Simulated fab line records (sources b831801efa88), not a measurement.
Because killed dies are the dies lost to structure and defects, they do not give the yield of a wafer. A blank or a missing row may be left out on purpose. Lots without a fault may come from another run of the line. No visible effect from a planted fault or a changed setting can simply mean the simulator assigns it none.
fab line records	flow sky130
[record] lots = 12	wafers = 36	last_day = 50
route steps=708 shown METAL3@533 VIA4@639 METAL5@664
lots with no fault: from the same line, run without faults
start_h: start of the lot's first displayed wafer, in hours after the record's first day	wait_h: hours from the lot's prior step to this one	" the same as in the row above	L1.1+2: a single row standing in for several wafers	- either no value or no given start	* or withheld: withheld	< > ~ a bound
route shown NAME@n: NAME is a module with steps in the file, n the number in the route of the first one	usual: mean and standard deviation over wafers with no fault	same: alike in all rows	chamber/n: place in a boat	sites: readings site by site	_std_site: their standard deviation	_edge_site: the outer-site mean with the inner-site mean subtracted	radius_mm: for every site, how far away it sits from the centre of the wafer	mask NAME#n: copy n	behind: the most recent tool/chamber to have shaped the wafer	hold: reason for holding the lot/hours on hold/outcome of the hold	device: whichever transistor did not switch (one of n, p or np)	end of line: the same wafers' tests at the end of the route	a step with no rows: only its recipe	killed: dies that structure and defects cost at the first sort, which is not the same as the wafer's yield	map: dies across one wafer; x = killed, . = not, _ = none there
set.NAME: the run value of the setting; set.NAME@STEP: its run value at that earlier step	model.NAME: the simulator's own value behind a step, which no gauge read
the route's steps for a sample of lots (tables are steps, rows are wafers)
services: when a tool's chamber went out of use (start_h, in hours from the record's first day, below 0 if earlier), for how many hours, and the reason
[[steps]]
[step SKY_METAL3_SPUTTER_01]
[recipe] material = TiN	target_thk_nm = 20	power_w = 6500	time_s = 16.7	chamber_pressure_pa = 0.4
[usual] throttle_valve_pct = 30.2/1.1
lot.wafer	tool	chamber	start_h	wait_h	throttle_valve_pct
L793.2	pvd_sputter-01	-	853.46	0.0	31.2
L793.3	"	-	"	"	29.8
L793.5	"	-	"	"	30.8
L794.1	pvd_sputter-03	-	861.24	0.0	30.2
L794.3	"	-	"	"	31.1
L794.5	"	-	"	"	30.9
L795.3	pvd_sputter-04	-	883.78	0.0	32.2
L795.4	"	-	"	"	30.3
L795.6	"	-	"	"	28.6
L797.1	pvd_sputter-04	-	889.22	0.0	32.5
L797.5	"	-	"	"	30.5
L797.6	"	-	"	"	29.5
L798.3	pvd_sputter-04	-	894.93	0.0	30.6
L798.4	"	-	"	"	29.1
L798.5	"	-	"	"	29.5
L799.1	pvd_sputter-04	-	901.61	0.0	32.3
L799.2	"	-	"	"	28.6
L799.3	"	-	"	"	30.4
L800.1	pvd_sputter-04	-	905.16	0.0	29.5
L800.3	"	-	"	"	28.5
L800.6	"	-	"	"	29.4
L801.2	pvd_sputter-01	-	917.27	0.0	29.9
L801.5	"	-	"	"	30.1
L801.6	"	-	"	"	30.7
L803.2	pvd_sputter-01	-	930.60	0.0	31.2
L803.3	"	-	"	"	30.6
L803.5	"	-	"	"	31.5
L805.1	pvd_sputter-03	-	944.89	0.0	28.8
L805.5	"	-	"	"	29.9
L805.6	"	-	"	"	30.7
L813.3	pvd_sputter-03	-	1002.33	0.0	29.3
L813.4	"	-	"	"	30.9
L813.6	"	-	"	"	29.2
L814.2	pvd_sputter-04	-	1011.12	0.0	29.4
L814.3	"	-	"	"	28.6
L814.5	"	-	"	"	32.1
[step SKY_VIA4_HDPCVD_00]
[recipe] material = SiO2	target_thk_nm = 1750	sigma_open_frac = 0.3	time_s = 291.7	temp_c = 400	sih4_flow_sccm = 60	pressure_mtorr = 6
[usual] run_length_s = 319.5/0.73
lot.wafer	tool	chamber	start_h	wait_h	run_length_s
L793.2	hdpcvd-02	0	984.31	0.0	319.3
L793.3	"	1	"	"	320.5
L793.5	"	1	"	"	320.7
L794.1	hdpcvd-01	2	990.87	0.0	320.5
L794.3	"	0	"	"	318.7
L794.5	"	0	"	"	318.6
L795.3	hdpcvd-01	0	1012.64	0.0	318.4
L795.4	"	2	"	"	320.2
L795.6	"	1	"	"	318.9
L797.1	hdpcvd-02	1	1017.05	0.0	320.8
L797.5	"	0	"	"	319.8
L797.6	"	2	"	"	318.7
L798.3	hdpcvd-01	1	1022.01	0.0	319.1
L798.4	"	1	"	"	319.2
L798.5	"	2	"	"	320.1
L799.1	hdpcvd-02	1	1027.56	0.0	321.1
L799.2	"	2	"	"	319.6
L799.3	"	0	"	"	319.1
L800.1	hdpcvd-01	2	1031.00	0.0	319.9
L800.3	"	1	"	"	319.6
L800.6	"	2	"	"	320.7
L801.2	hdpcvd-02	2	1042.89	0.0	319.0
L801.5	"	0	"	"	319.2
L801.6	"	2	"	"	318.6
L803.2	hdpcvd-01	2	1053.84	0.0	319.9
L803.3	"	0	"	"	319.2
L803.5	"	1	"	"	319.4
L805.1	hdpcvd-01	0	1067.70	0.0	318.9
L805.5	"	1	"	"	441.6
L805.6	"	0	"	"	441.0
L813.3	hdpcvd-02	2	1115.41	0.0	318.5
L813.4	"	0	"	"	319.3
L813.6	"	1	"	"	320.5
L814.2	hdpcvd-02	0	1126.21	0.0	319.7
L814.3	"	2	"	"	319.0
L814.5	"	0	"	"	319.4
[step SKY_VIA4_THK_MEAS_01]
[recipe] reads = SiO2_of_VIA4_HDPCVD_00
[usual] VIA4_HDPCVD_THK = 1744/16
lot.wafer	tool	chamber	start_h	wait_h	VIA4_HDPCVD_THK[nm]
L793.2	film_metro-04	-	984.50	0.1	1737
L793.3	"	-	"	"	1763
L793.5	"	-	"	"	1763
L794.1	film_metro-04	-	991.05	0.1	1743
L794.3	"	-	"	"	1743
L794.5	"	-	"	"	1754
L795.3	film_metro-01	-	1012.84	0.1	1721
L795.4	"	-	"	"	1740
L795.6	"	-	"	"	1751
L797.1	film_metro-01	-	1017.23	0.1	1743
L797.5	"	-	"	"	1703
L797.6	"	-	"	"	1764
L798.3	film_metro-04	-	1022.20	0.1	1702
L798.4	"	-	"	"	1711
L798.5	"	-	"	"	1736
L799.1	film_metro-01	-	1027.73	0.1	1733
L799.2	"	-	"	"	1741
L799.3	"	-	"	"	1745
L800.1	film_metro-04	-	1031.27	0.2	1744
L800.3	"	-	"	"	1731
L800.6	"	-	"	"	1762
L801.2	film_metro-04	-	1043.08	0.1	1772
L801.5	"	-	"	"	1747
L801.6	"	-	"	"	1759
L803.2	film_metro-04	-	1054.03	0.1	1725
L803.3	"	-	"	"	1714
L803.5	"	-	"	"	1730
L805.1	film_metro-04	-	1067.88	0.1	1743
L805.5	"	-	"	"	2479
L805.6	"	-	"	"	2490
L813.3	film_metro-04	-	1115.61	0.1	1753
L813.4	"	-	"	"	1741
L813.6	"	-	"	"	1746
L814.2	film_metro-01	-	1126.40	0.1	1753
L814.3	"	-	"	"	1762
L814.5	"	-	"	"	1743
[step SKY_VIA4_CVD_18]
[recipe] material = W	target_thk_nm = 505	time_s = 152.14	temp_c = 400	pressure_torr = 40
[usual] heater_power_w = 826/22
lot.wafer	tool	chamber	start_h	wait_h	heater_power_w
L793.2	cvd_w-01	1	1008.64	0.0	861
L793.3	"	0	"	"	820
L793.5	"	0	"	"	849
L794.1	cvd_w-01	1	1016.22	0.0	873
L794.3	"	1	"	"	871
L794.5	"	0	"	"	815
L795.3	cvd_w-01	1	1036.14	0.1	863
L795.4	"	0	"	"	840
L795.6	"	1	"	"	842
L797.1	cvd_w-02	1	1040.53	0.0	801
L797.5	"	1	"	"	830
L797.6	"	0	"	"	783
L798.3	cvd_w-01	1	1045.54	0.1	855
L798.4	"	0	"	"	828
L798.5	"	1	"	"	851
L799.1	cvd_w-02	0	1050.69	0.0	805
L799.2	"	1	"	"	820
L799.3	"	0	"	"	804
L800.1	cvd_w-02	0	1054.42	0.0	806
L800.3	"	1	"	"	829
L800.6	"	0	"	"	792
L801.2	cvd_w-02	0	1065.97	0.0	788
L801.5	"	1	"	"	814
L801.6	"	0	"	"	806
L803.2	cvd_w-02	1	1076.32	0.1	813
L803.3	"	1	"	"	813
L803.5	"	0	"	"	806
L805.1	cvd_w-02	1	1089.55	0.0	841
L805.5	"	1	"	"	827
L805.6	"	1	"	"	829
L813.3	cvd_w-02	0	1135.38	0.1	802
L813.4	"	1	"	"	835
L813.6	"	0	"	"	799
L814.2	cvd_w-01	1	1146.06	0.0	849
L814.3	"	1	"	"	857
L814.5	"	0	"	"	817
[step SKY_METAL5_SPUTTER_03]
[recipe] material = Ti	target_thk_nm = 5	power_w = 3000	time_s = 3.3	chamber_pressure_pa = 0.4
[usual] throttle_valve_pct = 29.9/1.1
lot.wafer	tool	chamber	start_h	wait_h	throttle_valve_pct
L793.2	pvd_sputter-03	-	1009.37	0.0	28.9
L793.3	"	-	"	"	30.7
L793.5	"	-	"	"	30.9
L794.1	pvd_sputter-04	-	1016.99	0.0	30.5
L794.3	"	-	"	"	29.5
L794.5	"	-	"	"	32.2
L795.3	pvd_sputter-02	-	1036.82	0.0	28.4
L795.4	"	-	"	"	30.7
L795.6	"	-	"	"	30.4
L797.1	pvd_sputter-04	-	1041.26	0.0	28.8
L797.5	"	-	"	"	28.4
L797.6	"	-	"	"	32.3
L798.3	pvd_sputter-04	-	1046.31	0.0	28.7
L798.4	"	-	"	"	29.3
L798.5	"	-	"	"	28.6
L799.1	pvd_sputter-03	-	1051.43	0.0	29.1
L799.2	"	-	"	"	29.0
L799.3	"	-	"	"	30.1
L800.1	pvd_sputter-03	-	1055.16	0.0	30.2
L800.3	"	-	"	"	30.8
L800.6	"	-	"	"	30.0
L801.2	pvd_sputter-04	-	1066.75	0.0	32.0
L801.5	"	-	"	"	29.3
L801.6	"	-	"	"	32.2
L803.2	pvd_sputter-02	-	1077.05	0.0	29.8
L803.3	"	-	"	"	28.8
L803.5	"	-	"	"	30.6
L805.1	pvd_sputter-02	-	1090.47	0.0	28.4
L805.5	"	-	"	"	30.1
L805.6	"	-	"	"	30.5
L813.3	pvd_sputter-03	-	1136.06	0.0	29.1
L813.4	"	-	"	"	30.1
L813.6	"	-	"	"	28.9
L814.2	pvd_sputter-04	-	1146.79	0.0	28.5
L814.3	"	-	"	"	30.5
L814.5	"	-	"	"	30.7
[[services]]
tool	chamber	start_h	hours	kind
cvd_w-01	1	836.44	3.2	repair
cvd_w-01	1	847.25	5.1	repair
pvd_sputter-04	-	847.47	0.7	repair
hdpcvd-02	2	855.97	3.4	repair
pvd_sputter-03	-	873.19	15.0	repair
hdpcvd-02	-	892.06	5.5	pm
cvd_w-02	-	904.00	14.0	pm
pvd_sputter-04	-	916.36	3.7	repair
pvd_sputter-03	-	926.00	1.3	repair
hdpcvd-02	-	931.33	0.8	repair
hdpcvd-01	-	950.25	15.0	pm
pvd_sputter-02	-	966.09	4.3	repair
pvd_sputter-04	-	967.10	2.8	repair
hdpcvd-01	-	978.83	1.6	repair
pvd_sputter-02	-	998.37	2.7	repair
pvd_sputter-02	-	999.21	5.1	repair
hdpcvd-01	0	1025.57	11.5	repair
hdpcvd-01	-	1040.34	6.0	pm
cvd_w-01	1	1068.63	4.9	repair
cvd_w-01	-	1075.81	0.6	repair
cvd_w-02	0	1080.18	20.6	repair
hdpcvd-02	-	1086.91	0.7	repair
hdpcvd-02	-	1094.84	2.8	pm
cvd_w-01	-	1128.74	0.5	repair
[[key]]
[first_sign] step = SKY_VIA4_HDPCVD_00	reading = run_length_s	direction = up	sigmas = 99+	usual = *	struck = *
[effect] step = SKY_VIA4_THK_MEAS_01	reading = VIA4_HDPCVD_THK	direction = up	sigmas = 47	usual = 1744	struck = 2485
met_at SKY_VIA4_HDPCVD_00
struck_lots L805
struck_wafers L805.5,L805.6
not_acting_at SKY_METAL3_SPUTTER_01,SKY_VIA4_CVD_18,SKY_METAL5_SPUTTER_03
onset_between 1053.84 1067.70
[fault] kind = process_parameter_drift	tool = hdpcvd-01	chamber = -	onset_h = 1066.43	steps = SKY_VIA4_HDPCVD_00	channel = time_s	offset = *	shape = step	end_h = 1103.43	scope = struck_wafers_only	acts_in = *	stated = *
